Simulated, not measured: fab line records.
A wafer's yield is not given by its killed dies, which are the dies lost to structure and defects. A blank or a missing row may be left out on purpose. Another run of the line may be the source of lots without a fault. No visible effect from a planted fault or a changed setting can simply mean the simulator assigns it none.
A lot that was struck, set against a sound lot :: flow sky130 :: 20 steps out of a route of 708
Sound: wafers L229.1, L229.2, L229.4. The struck wafers were L244.3, L244.4, L244.5. The cause is given at the end.
For every step that has rows: the tool of each side, followed by ch and its chambers, followed by its first start. Under that, the readings that differ: sound wafers :: struck wafers :: difference of the means :: sigmas: that difference in standard deviations of wafers without a fault.
alike: readings whose means differ by less than 2 such deviations, and words and numbers that are the same on both sides. not compared: withheld readings, readings that some wafer has no value for, bounds like >300 that may hide the same value, and numbers for which the record gives no deviation and whose values overlap.
A row with sigmas, a row that says differs or no value, or rows on one side alone: a step with any of these is where the two part. Numbers that don't overlap but have no deviation are shown without sigmas and don't part them. Lack of a reading on every wafer of one side parts them only where that side has two or more wafers.

SKY_RES_XHIGH_STRIP_08: strips in O2/N2.
  sound on plasma asher-03 ch 0,1, day 27 02:31; struck on plasma asher-01 ch 0,1, day 32 00:09
reading: drypump motor current A (A)
sound: 6.1 5.3 6.1
struck: 5.1 5.0 5.0
difference: -0.8
sigmas: -2
  alike: o2 flow sccm, oes product au, strip time to endpoint s
  not compared: rf hours counter h
SKY_RES_XHIGH_TW_MEAS_09:
  sound on film metro-03 at day 27 02:37; struck on film metro-02 at day 32 00:14
reading: RES_XHIGH_TW
sound: 1631 1629 1625
struck: 1655 1660 1654
difference: +28
sigmas: +3
then, 7 steps without rows for these wafers: SKY_SD_N_DEHYDRATE_00 (time 60 s); SKY_SD_N_HMDS_01 (prime time 60 s); SKY_SD_N_COAT_02 (resist thk 1140 nm); SKY_SD_N_SOFTBAKE_03 (time 60 s); SKY_SD_N_EXPOSE_04 (exposes mask NSDM, target cd 380 nm); SKY_SD_N_PEB_05; SKY_SD_N_DEVELOP_06 (develop time 60 s).
SKY_SD_N_CD_MEAS_07: the cd target is 380 nm.
  sound on cd sem-01 at day 28 06:46; struck on cd sem-02 at day 33 02:36
  alike: cd nm
SKY_SD_N_OVL_MEAS_08:
  sound on overlay-02 at day 28 06:53; struck on overlay-02 at day 33 02:42
  alike: SD_N_OVL
after that, 1 step had no rows for these wafers: SKY_SD_N_IMPLANT_09.
SKY_SD_N_IMPLANT_10:
  sound on implanter-03 ch 0, day 28 07:04; struck on implanter-04 ch 0, day 33 03:14
SKY_SD_N_STRIP_11: strips in O2/N2.
  sound on plasma asher-01 ch 0,1, day 28 07:13; struck on plasma asher-02 ch 0,1, day 33 03:22
reading: strip time to endpoint s (s)
sound: 22.47 22.49 22.48
struck: 22.51 22.56 22.57
difference: +0.07
sigmas: +2
  alike: drypump motor current A, o2 flow sccm, oes product au
  not compared: rf hours counter h
SKY_SD_N_TW_MEAS_12:
  sound on film metro-04 at day 28 07:19; struck on film metro-04 at day 33 03:28
  alike: SD_N_TW
then, 1 step without rows for these wafers: SKY_SD_N_CLEAN_13 (cleans in SC1/SC2, time 150 s).
SKY_SD_N_RTA_14: time 2 s.
  sound on rtp anneal-01 ch 0, day 28 07:25; struck on rtp anneal-02 ch 0, day 33 03:35
  alike: lamp power pct, wafer_temp_C_max
SKY_SD_N_RS_MEAS_16: the measuring method here is four-point-probe.
  sound on film metro-03 at day 28 07:36; struck on film metro-02 at day 33 03:46
reading: SD_N_RS (ohm/sq)
sound: 68.37 68.53 68.34
struck: 65.99 65.90 65.79
difference: -2.52
sigmas: -23
SKY_SD_N_RS_MEAS_17: the measuring method here is four-point-probe.
  sound on film metro-03 at day 28 07:43; struck on film metro-02 at day 33 03:53
  alike: SD_P_RS
-- a jump in the record: the struck wafers' starts before and after are 16 days apart (it breaks off in module SD_N and resumes in module PAD_OPEN, where the first step shown is number 708 of the route) --
SKY_PAD_OPEN_PROBE_99:
  sound on prober-01 at day 46 01:17; struck on prober-02 at day 49 10:51
reading: model.etest.res ndiff.rs ohm sq
sound: 119.1 120.2 119.6
struck: 117.3 116.3 117.6
difference: -2.6
sigmas: 

reading: model.etest.res ndiff hv.rs ohm sq
sound: 112.5 112.7 113.2
struck: 112.1 111.2 111.4
difference: -1.2
sigmas: 
  alike: killed_at_M0_to_M3, killed_at_M4_up, killed at contacts, killed at front end, killed at other, killed dies, killed open, killed short
  not compared: model.etest.sonos uncharged.r on ohm um, model.etest.res ndiff.line ohm um

WHERE THEY PART
At SKY_RES_XHIGH_STRIP_08 first; at SKY_SD_N_RS_MEAS_16 last (within this record only). Later steps at which nothing parts them and some readings are alike: SKY_SD_N_RS_MEAS_17, SKY_PAD_OPEN_PROBE_99.

WHY: what the simulator had put in
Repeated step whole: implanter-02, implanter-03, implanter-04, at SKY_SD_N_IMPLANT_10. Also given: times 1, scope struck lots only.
